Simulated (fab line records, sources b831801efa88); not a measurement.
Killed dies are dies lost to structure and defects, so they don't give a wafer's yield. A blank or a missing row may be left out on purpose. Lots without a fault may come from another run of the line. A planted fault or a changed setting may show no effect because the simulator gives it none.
fab line records | flow sfq_line
record lots=5 wafers=15 last_day=88
route steps=325 shown I2@107 M3@118 I3@133 M4@148 M8@325
lots that met no fault: from a run of the same line without faults
start_h: hours from the record's first day to the start of the lot's first wafer shown | wait_h: hours since the lot's step before | " the same as in the row above | L1.1+2: a row that stands for several wafers | - no value, or no start given | * or withheld: withheld | < > ~ a bound
route shown NAME@n: a module of which the file shows steps, and the number in the route of the first | usual: mean/standard deviation of fault-free wafers | same: alike in all rows | chamber/n: place in a boat | sites: the reading at each site | _std_site: their standard deviation | _edge_site: outer sites' mean less inner sites' | radius_mm: how far each site lies from the wafer's centre | mask NAME#n: copy n | behind: the tool/chamber that last shaped the wafer | hold: why the lot was held/for how many hours/how that ended | device: the transistor (n, p or np) that didn't switch | end of line: the same wafers' tests at the end of the route | a step without rows: its recipe alone | killed: dies lost to structure and defects at the first sort, not the wafer's yield | map: a wafer's dies, x killed, . not, _ none there
set.NAME: the setting as run; set.NAME@STEP: as run at that earlier step | model.NAME: the simulator's own value behind a step, which no gauge read
lots at some steps of the route; a table a step, a row a wafer
services: from which hour (start_h, from the record's first day; less than 0 if before it) a tool's chamber was out of use, for how many hours, and why
## steps
# step SFQ_TRILAYER_I2_VIA_LITHO_COAT_072
# recipe resist=BARC spin_rpm=3000 resist_thk_nm=62
# step SFQ_TRILAYER_I2_VIA_LITHO_COAT_067
# recipe resist=KrF spin_rpm=3000 resist_thk_nm=650
# step SFQ_TRILAYER_I2_VIA_LITHO_SOFTBAKE_071
# recipe temp_c=withheld time_s=withheld resist=KrF
# step SFQ_TRILAYER_I2_VIA_LITHO_EXPOSE_068
# recipe mask_id=I2 na=0.6 source_shape=conventional sigma_outer=0.65 target_cd_nm=500 dose_mj=21.3
# step SFQ_TRILAYER_I2_VIA_LITHO_PEB_070
# recipe peb_temp_c=115 peb_time_s=60 resist=KrF
# step SFQ_TRILAYER_I2_VIA_LITHO_DEVELOP_069
# recipe time_s=60 resist=KrF
# step SFQ_I2_OVL_MEAS_918
# usual I2_OVL=1/5.4
# columns lot.wafer tool chamber start_h wait_h I2_OVL[nm]
L857.2 overlay-02 - 536.04 0.1 -3
L857.3 " - " " 0
L857.6 " - " " 3
L862.3 overlay-01 - 599.75 0.1 3
L862.5 " - " " -3
L862.6 " - " " 7
L868.2 overlay-01 - 657.85 0.1 -1
L868.5 " - " " 8
L868.6 " - " " 3
L869.3 overlay-01 - 668.65 0.1 -10
L869.5 " - " " -10
L869.6 " - " " -10
L878.2 overlay-01 - 763.27 0.1 2
L878.5 " - " " 2
L878.6 " - " " -1
# step SFQ_TRILAYER_I2_VIA_BARC_OPEN_VIA_ETCH_096
# recipe mask_material=PR chemistry=O2 target_depth_nm=125 target=BARC source_w=500 bias_w=80 pressure_mtorr=30 time_s=41.7
# usual bias_w=80.04/0.26 drypump_motor_current_A=5.9/0.63 oes_product_au=0.685/0.0044
# columns lot.wafer tool chamber start_h wait_h bias_w drypump_motor_current_A oes_product_au rf_hours_counter_h
L857.2 rie_diel-03 3 536.07 0.0 79.83 6.1 0.691 70
L857.3 " 0 " " 79.57 4.9 0.686 4
L857.6 " 3 " " 79.65 6.1 0.697 -
L862.3 rie_diel-04 2 599.77 0.0 79.97 6.5 0.686 21
L862.5 " 0 " " 80.06 6.3 0.682 -
L862.6 " 3 " " 80.42 6.7 0.684 -
L868.2 rie_diel-04 2 657.88 0.0 79.83 6.4 0.678 23
L868.5 " 0 " " 79.83 6.3 0.687 -
L868.6 " 2 " " 79.95 6.4 0.687 -
L869.3 rie_diel-03 1 668.68 0.0 79.75 6.3 0.678 5
L869.5 " 3 " " 79.80 6.1 0.678 -
L869.6 " 1 " " 80.13 6.3 0.684 -
L878.2 rie_diel-04 1 763.30 0.0 79.92 5.2 0.686 6
L878.5 " 3 " " 80.03 6.7 0.682 -
L878.6 " 2 " " 79.88 6.5 0.684 -
# step SFQ_TRILAYER_I2_VIA_ETCH_VIA_ETCH_070
# recipe target=SiO2 stop_on=Nb mask_material=PR taper_deg=20 chemistry=CHF3 target_depth_nm=260 source_w=500 bias_w=80 pressure_mtorr=30 time_s=withheld
# usual bias_w=80.01/0.26 drypump_motor_current_A=5.9/0.63 oes_product_au=0.855/0.005
# columns lot.wafer tool chamber start_h wait_h bias_w drypump_motor_current_A oes_product_au
L857.2 rie_diel-03 3 536.11 0.0 79.88 6.1 0.843
L857.3 " 0 " " 79.92 4.9 0.855
L857.6 " 3 " " 80.35 6.1 0.854
L862.3 rie_diel-04 2 599.81 0.0 79.79 6.4 0.853
L862.5 " 0 " " 79.80 6.3 0.848
L862.6 " 3 " " 80.13 6.7 0.858
L868.2 rie_diel-04 2 657.92 0.0 80.12 6.5 0.862
L868.5 " 0 " " 80.10 6.3 0.860
L868.6 " 2 " " 80.01 6.5 0.850
L869.3 rie_diel-03 1 668.72 0.0 80.51 6.3 0.861
L869.5 " 3 " " 80.45 6.1 0.856
L869.6 " 1 " " 79.89 6.3 0.854
L878.2 rie_diel-04 1 763.34 0.0 79.28 5.2 0.844
L878.5 " 3 " " 79.49 6.7 0.862
L878.6 " 2 " " 80.28 6.4 0.858
# step SFQ_TRILAYER_I2_VIA_STRIP_STRIP_071
# recipe gas=O2 power_w=200 platen_temp_c=40 overash_fraction=0.65 chemistry=O2 pressure_mtorr=50
# step SFQ_TRILAYER_I2_VIA_STRIP_SOLV_CLEAN_072
# recipe chemistry=NMP temp_c=70 time_s=600
# step SFQ_TRILAYER_M3_DEP_PRE_CLEAN_074
# recipe gas=Ar time_s=22.5 bias_v=250
# step SFQ_TRILAYER_M3_DEP_SPUTTER_073
# recipe material=Nb base_pressure_pa=1.33e-06 chamber_pressure_pa=0.1333 substrate_temp_c=20 resputter_cathode_voltage_v=400 target_thk_nm=200 power_w=2000 time_s=133.3
# usual throttle_valve_pct=29.2/1.1
# columns lot.wafer tool chamber start_h wait_h throttle_valve_pct model.Nb_of_TRILAYER_M3_DEP_SPUTTER_073.thk_nm
L857.2 pvd_sputter-03 - 537.03 0.0 32.2 200.1
L857.3 " - " " 29.3 198.2
L857.6 " - " " 29.4 199.1
L862.3 pvd_sputter-04 - 600.73 0.0 27.6 204.7
L862.5 " - " " 28.6 202.3
L862.6 " - " " 27.5 205.6
L868.2 pvd_sputter-03 - 658.83 0.0 29.3 198.1
L868.5 " - " " 32.0 199.3
L868.6 " - " " 28.4 198.3
L869.3 pvd_sputter-04 - 669.63 0.0 28.9 201.2
L869.5 " - " " 30.4 196.4
L869.6 " - " " 29.1 198.2
L878.2 pvd_sputter-04 - 764.26 0.0 29.1 199
L878.5 " - " " 30.2 196.6
L878.6 " - " " 29.1 197.9
# step SFQ_M3_RS_MEAS_919
# recipe thk_meas_gauge=four-point-probe reads=Nb_of_TRILAYER_M3_DEP_SPUTTER_073
# usual M3_NB_RS=0.888/0.0091
# columns lot.wafer tool chamber start_h wait_h M3_NB_RS[ohm/sq]
L857.2 film_metro-01 - 537.14 0.1 0.889
L857.3 " - " " 0.899
L857.6 " - " " 0.896
L862.3 film_metro-04 - 600.86 0.1 0.869
L862.5 " - " " 0.877
L862.6 " - " " 0.864
L868.2 film_metro-01 - 658.95 0.1 0.900
L868.5 " - " " 0.896
L868.6 " - " " 0.897
L869.3 film_metro-04 - 669.77 0.1 0.883
L869.5 " - " " 0.905
L869.6 " - " " 0.898
L878.2 film_metro-01 - 764.37 0.1 0.895
L878.5 " - " " 0.906
L878.6 " - " " 0.899
# step SFQ_TRILAYER_M3_LITHO_COAT_080
# recipe resist=BARC spin_rpm=3000 resist_thk_nm=62
# step SFQ_TRILAYER_M3_LITHO_COAT_075
# recipe resist=KrF spin_rpm=3000 resist_thk_nm=600
# step SFQ_TRILAYER_M3_LITHO_SOFTBAKE_079
# recipe temp_c=withheld time_s=withheld resist=KrF
# step SFQ_TRILAYER_M3_LITHO_EXPOSE_076
# recipe mask_id=M3 na=0.6 source_shape=conventional sigma_outer=0.65 target_cd_nm=500 dose_mj=14.4
# step SFQ_TRILAYER_M3_LITHO_PEB_078
# recipe peb_temp_c=115 peb_time_s=60 resist=KrF
# step SFQ_TRILAYER_M3_LITHO_DEVELOP_077
# recipe time_s=60 resist=KrF
# step SFQ_M3_OVL_MEAS_921
# usual M3_OVL=0/5.3
# columns lot.wafer tool chamber start_h wait_h M3_OVL[nm]
L857.2 overlay-01 - 681.85 0.1 1
L857.3 " - " " -4
L857.6 " - " " -1
L862.3 overlay-02 - 739.45 0.1 2
L862.5 " - " " 2
L862.6 " - " " 5
L868.2 overlay-01 - 801.68 0.1 2
L868.5 " - " " 0
L868.6 " - " " 5
L869.3 overlay-02 - 812.49 0.1 8
L869.5 " - " " 11
L869.6 " - " " 9
L878.2 overlay-02 - 905.03 0.1 -5
L878.5 " - " " -3
L878.6 " - " " -3
# step SFQ_TRILAYER_M3_BARC_OPEN_METAL_ETCH_100
# recipe mask_material=PR chemistry=O2 target_depth_nm=125 target=BARC icp_w=600 bias_w=80 pressure_mtorr=10 time_s=41.7
# step SFQ_TRILAYER_M3_ETCH_METAL_ETCH_078
# recipe target=Nb stop_on=SiO2 mask_material=PR chemistry=Cl2/Ar target_depth_nm=240 icp_w=600 bias_w=80 pressure_mtorr=10 time_s=120
# usual bias_w=79.95/0.23 drypump_motor_current_A=5.53/0.13 oes_product_au=0.895/0.0066
# columns lot.wafer tool chamber start_h wait_h bias_w drypump_motor_current_A oes_product_au rf_hours_counter_h model.M3.feature_depth_nm model.etch.depth_nm
L857.2 rie_metal-03 1 681.94 0.0 79.82 5.83 0.898 111 200.1 200.1
L857.3 " 1 " " 80.37 5.82 0.894 - 198.2 198.2
L857.6 " 1 " " 79.99 5.81 0.890 - 199.1 199.1
L862.3 rie_metal-04 0 739.68 0.1 79.88 5.58 0.912 - 204.7 204.7
L862.5 " 0 " " 79.98 5.59 0.903 - 202.3 202.3
L862.6 " 0 " " 79.91 5.58 0.906 - 205.6 205.6
L868.2 rie_metal-04 1 801.77 0.0 79.80 5.61 0.886 8 198.1 198.1
L868.5 " 1 " " 80.18 5.58 0.899 - 199.3 199.3
L868.6 " 0 " " 79.77 5.56 0.890 - 198.3 198.3
L869.3 rie_metal-04 0 812.61 0.1 80.02 5.62 0.900 - 201.2 201.2
L869.5 " 1 " " 80.28 5.58 0.887 - 196.4 196.4
L869.6 " 0 " " 79.94 5.58 0.892 - 198.2 198.2
L878.2 rie_metal-03 1 905.12 0.0 79.92 5.84 0.891 143 199 199
L878.5 " 0 " " 79.67 5.14 0.888 - 196.6 196.6
L878.6 " 1 " " 80.06 5.80 0.886 - 197.9 197.9
# step SFQ_TRILAYER_M3_STRIP_STRIP_079
# recipe gas=O2 power_w=200 platen_temp_c=40 overash_fraction=0.65 chemistry=O2 pressure_mtorr=50
# step SFQ_TRILAYER_M3_STRIP_SOLV_CLEAN_080
# recipe chemistry=NMP temp_c=70 time_s=600
# step SFQ_TRILAYER_I3_DEP_PECVD_081
# recipe material=SiO2 temp_c=150 time_s=111.11 pressure_torr=2.4 rf_w=183.3 precursor=SiH4/N2O target_thk_nm=500
# usual heater_power_w=87/16 showerhead_vpp_V=836/28 throttle_valve_pct=23.9/0.99
# columns lot.wafer tool chamber start_h wait_h heater_power_w showerhead_vpp_V throttle_valve_pct
L857.2 pecvd-03 2 682.84 0.0 115 869 25.3
L857.3 " 0 " " 70 825 22.6
L857.6 " 2 " " 98 847 25.6
L862.3 pecvd-03 0 741.22 0.0 76 821 23.0
L862.5 " 2 " " 112 863 25.7
L862.6 " 1 " " 74 802 23.2
L868.2 pecvd-01 1 802.67 0.0 78 865 23.7
L868.5 " 0 " " 91 834 24.0
L868.6 " 1 " " 79 903 23.8
L869.3 pecvd-01 1 813.51 0.0 77 885 23.7
L869.5 " 1 " " 78 868 23.9
L869.6 " 0 " " 91 836 24.2
L878.2 pecvd-02 0 906.02 0.0 82 844 25.3
L878.5 " 2 " " 82 850 24.8
L878.6 " 0 " " 84 850 25.5
# step SFQ_TRILAYER_I3_CMP_CMP_082
# recipe material=SiO2 down_force_psi=3 platen_rpm=60 pad_velocity_m_s=0.94248
# step SFQ_I3_BOW_MEAS_922
# recipe mode=bow
# usual I3_BOW=1/7.2
# columns lot.wafer tool chamber start_h wait_h I3_BOW[um]
L857.2 film_metro-04 - 701.63 1.5 -8
L857.3 " - " " -7
L857.6 " - " " -6
L862.3 film_metro-02 - 766.80 1.0 5
L862.5 " - " " 10
L862.6 " - " " -9
L868.2 film_metro-03 - 826.54 2.5 -2
L868.5 " - " " -4
L868.6 " - " " -16
L869.3 film_metro-03 - 835.56 1.5 -3
L869.5 " - " " 2
L869.6 " - " " -1
L878.2 film_metro-03 - 911.09 1.5 -6
L878.5 " - " " 8
L878.6 " - " " 0
# step SFQ_TRILAYER_I3_METRO_MEASURE_083
# usual thk_nm=200.1/1.2
# columns lot.wafer tool chamber start_h wait_h thk_nm
L857.2 film_metro-04 - 701.93 0.3 200.6
L857.3 " - " " 201.4
L857.6 " - " " 200.5
L862.3 film_metro-02 - 767.28 0.5 203.0
L862.5 " - " " 200.1
L862.6 " - " " 200.9
L868.2 film_metro-03 - 826.84 0.3 198.9
L868.5 " - " " 200.8
L868.6 " - " " 199.8
L869.3 film_metro-03 - 836.04 0.5 199.2
L869.5 " - " " 201.6
L869.6 " - " " 200.6
L878.2 film_metro-03 - 911.39 0.3 198.0
L878.5 " - " " 198.0
L878.6 " - " " 196.9
# step SFQ_TRILAYER_I3_VIA_LITHO_COAT_090
# recipe resist=BARC spin_rpm=3000 resist_thk_nm=62
# step SFQ_TRILAYER_I3_VIA_LITHO_COAT_085
# recipe resist=KrF spin_rpm=3000 resist_thk_nm=650
# step SFQ_TRILAYER_I3_VIA_LITHO_SOFTBAKE_089
# recipe temp_c=withheld time_s=withheld resist=KrF
# step SFQ_TRILAYER_I3_VIA_LITHO_EXPOSE_086
# recipe mask_id=I3 na=0.6 source_shape=conventional sigma_outer=0.65 target_cd_nm=500 dose_mj=21.3
# step SFQ_TRILAYER_I3_VIA_LITHO_PEB_088
# recipe peb_temp_c=115 peb_time_s=60 resist=KrF
# step SFQ_TRILAYER_I3_VIA_LITHO_DEVELOP_087
# recipe time_s=60 resist=KrF
# step SFQ_I3_OVL_MEAS_923
# usual I3_OVL=-4/5.9
# columns lot.wafer tool chamber start_h wait_h I3_OVL[nm]
L857.2 overlay-02 - 712.48 0.1 3
L857.3 " - " " 3
L857.6 " - " " 5
L862.3 overlay-01 - 911.04 0.1 -2
L862.5 " - " " -7
L862.6 " - " " 3
L868.2 overlay-01 - 961.38 0.1 -12
L868.5 " - " " -15
L868.6 " - " " -14
L869.3 overlay-02 - 973.38 0.1 -16
L869.5 " - " " -18
L869.6 " - " " -9
L878.2 overlay-01 - 1062.92 0.1 -10
L878.5 " - " " -1
L878.6 " - " " -8
# step SFQ_TRILAYER_I3_VIA_BARC_OPEN_VIA_ETCH_121
# recipe mask_material=PR chemistry=O2 target_depth_nm=125 target=BARC source_w=500 bias_w=80 pressure_mtorr=30 time_s=41.7
# usual bias_w=80.02/0.22 drypump_motor_current_A=5.9/0.53 oes_product_au=0.685/0.0052
# columns lot.wafer tool chamber start_h wait_h bias_w drypump_motor_current_A oes_product_au rf_hours_counter_h
L857.2 rie_diel-02 1 712.51 0.0 80.13 6.3 0.673 2
L857.3 " 3 " " 79.97 5.6 0.673 0
L857.6 " 3 " " 79.85 5.6 0.687 -
L862.3 rie_diel-04 2 911.06 0.0 79.61 6.4 0.684 26
L862.5 " 0 " " 79.90 6.3 0.674 -
L862.6 " 3 " " 80.14 6.7 0.688 -
L868.2 rie_diel-02 3 961.41 0.0 80.49 5.6 0.687 4
L868.5 " 1 " " 79.94 6.3 0.686 -
L868.6 " 2 " " 80.17 6.0 0.686 -
L869.3 rie_diel-04 3 973.41 0.0 79.74 6.7 0.691 5
L869.5 " 2 " " 79.73 6.4 0.674 -
L869.6 " 3 " " 80.15 6.7 0.683 -
L878.2 rie_diel-01 2 1062.95 0.0 80.06 5.7 0.679 12
L878.5 " 0 " " 79.86 6.0 0.680 -
L878.6 " 3 " " 79.93 5.8 0.683 -
# step SFQ_TRILAYER_I3_VIA_ETCH_VIA_ETCH_088
# recipe target=SiO2 stop_on=Nb mask_material=PR taper_deg=20 chemistry=CHF3 target_depth_nm=260 source_w=500 bias_w=80 pressure_mtorr=30 time_s=withheld
# step SFQ_TRILAYER_I3_VIA_STRIP_STRIP_089
# recipe gas=O2 power_w=200 platen_temp_c=40 overash_fraction=0.65 chemistry=O2 pressure_mtorr=50
# step SFQ_TRILAYER_I3_VIA_STRIP_SOLV_CLEAN_090
# recipe chemistry=NMP temp_c=70 time_s=600
# step SFQ_TRILAYER_M4_DEP_PRE_CLEAN_092
# recipe gas=Ar time_s=22.5 bias_v=250
# step SFQ_M8_BOW_MEAS_951
# recipe mode=bow
# usual M8_BOW=4/9.9
# columns lot.wafer tool chamber start_h wait_h M8_BOW[um] model.etest.m3.ohm_um model.etest.m3.ohm_sq
L857.2 film_metro-02 - 1962.23 0.0 -9 1.765 0.8889
L857.3 " - " " -8 1.785 0.8977
L857.6 " - " " -5 1.775 0.8933
L862.3 film_metro-02 - 1987.38 0.0 6 1.735 0.8688
L862.5 " - " " 10 1.756 0.8792
L862.6 " - " " -8 1.731 0.8653
L868.2 film_metro-02 - 2039.00 0.0 18 1.795 0.898
L868.5 " - " " 19 1.778 0.8924
L868.6 " - " " 6 1.783 0.897
L869.3 film_metro-02 - 2040.22 0.0 11 1.768 0.8842
L869.5 " - " " 18 1.812 0.9057
L869.6 " - " " 16 1.796 0.8977
L878.2 film_metro-03 - 2121.77 0.0 -12 1.787 0.8938
L878.5 " - " " 4 1.823 0.9047
L878.6 " - " " -6 1.794 0.8991
## services
# columns tool chamber start_h hours kind
film_metro-03 - 563.29 0.8 repair
film_metro-03 - 568.48 2.2 pm
rie_diel-04 1 572.48 7.2 repair
rie_diel-03 3 583.99 4.5 repair
rie_diel-03 0 586.12 3.7 repair
rie_diel-04 0 629.94 2.8 repair
rie_diel-03 1 653.62 7.7 repair
rie_diel-04 - 660.24 2.8 pm
rie_diel-04 1 676.77 6.1 repair
rie_diel-04 2 716.45 2.7 repair
rie_diel-03 2 749.35 1.7 repair
rie_diel-03 0 760.97 34.7 repair
rie_diel-04 0 766.05 8.3 repair
rie_diel-03 3 805.98 14.2 repair
rie_diel-04 - 812.17 1.0 repair
rie_diel-04 2 813.09 16.0 repair
rie_diel-04 - 831.80 1.1 repair
rie_diel-04 - 859.38 28.1 pm
rie_diel-04 - 897.45 0.4 repair
rie_diel-04 1 900.31 5.4 repair
rie_diel-03 - 910.79 14.6 pm
rie_diel-03 - 1033.76 2.5 repair
rie_diel-03 2 1041.28 2.4 repair
rie_diel-04 2 1045.09 3.6 repair
## key
first_sign none at tools or gauges
model_effect step=SFQ_TRILAYER_M3_DEP_SPUTTER_073 value=Nb_of_TRILAYER_M3_DEP_SPUTTER_073.thk_nm without=197 struck=201.2
model_effect step=SFQ_TRILAYER_M3_ETCH_METAL_ETCH_078 value=M3.feature_depth_nm without=197 struck=201.2
model_effect step=SFQ_M8_BOW_MEAS_951 value=etest.m3.ohm_um without=1.805 struck=1.768
met_at SFQ_TRILAYER_M3_DEP_SPUTTER_073
struck_wafers L869.3
onset_between 600.73 669.63
fault kind=process_parameter_drift tool=pvd_sputter-04 chamber=- onset_h=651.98 steps=SFQ_TRILAYER_M3_DEP_SPUTTER_073 channel=target_thk_nm offset=4.1417 shape=step end_h=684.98 acts_in=these_recipes_only stated=200 scope=struck_wafers_only
